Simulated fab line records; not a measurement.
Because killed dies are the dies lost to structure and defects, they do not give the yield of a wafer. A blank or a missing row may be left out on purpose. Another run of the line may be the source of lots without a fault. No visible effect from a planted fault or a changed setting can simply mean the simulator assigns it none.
Matching of chambers :: flow gf180mcu :: pecvd-03 running GF_V3_CVD_02: 3 sister chambers
The step deposits SiO2 from TEOS, target thk 850 nm, time 94.851 s. 3 wafers are shown with their chamber, then 7 later ones without.

WAFERS WITH THEIR CHAMBER
wafer: L316.5
chamber: 1
rf_fwd_power_W (W): 597.3

wafer: L317.1
chamber: 2
rf_fwd_power_W (W): 598.8

wafer: L317.3
chamber: 0
rf_fwd_power_W (W): 597.5

WAFERS WHOSE CHAMBER IS MISSING
wafer: L317.4
rf_fwd_power_W (W): 598.6

wafer: L320.3
rf_fwd_power_W (W): 595.1

wafer: L320.5
rf_fwd_power_W (W): 593.9

wafer: L320.6
rf_fwd_power_W (W): 599.1

wafer: L319.4
rf_fwd_power_W (W): 597.1

wafer: L319.5
rf_fwd_power_W (W): 594.9

wafer: L319.6
rf_fwd_power_W (W): 596.9

THE CHAMBER EACH PASSED THROUGH
wafer: L317.4
from the rows above: can't be placed: 2 or 0 or 1
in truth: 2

wafer: L320.3
from the rows above: can't be placed: 1 or 0 or 2
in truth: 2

wafer: L320.5
from the rows above: can't be placed: 1 or 0 or 2
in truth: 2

wafer: L320.6
from the rows above: can't be placed: 2 or 0 or 1
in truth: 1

wafer: L319.4
from the rows above: can't be placed: 1 or 0 or 2
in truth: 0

wafer: L319.5
from the rows above: can't be placed: 1 or 0 or 2
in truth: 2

wafer: L319.6
from the rows above: can't be placed: 1 or 0 or 2
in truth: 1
Correct placement for 0 of the 7. Unplaceable from these rows: 7, with the true chamber sitting among the candidates in 7. Placed wrongly: 0.
How it was worked out, from the rows above alone: a wafer's distance from a chamber is the root of the sum, over the readings, of the square of ((its reading less the chamber's mean) divided by the reading's scatter). If the next closest chamber is less than 2 further off than the closest, the wafer can't be placed; otherwise it belongs to the closest. The mean given for a chamber averages the wafers shown for that chamber. The scatter (one wafer shown for each chamber): square how far every hidden wafer sits from the nearest shown wafer, average those squares and take the square root.
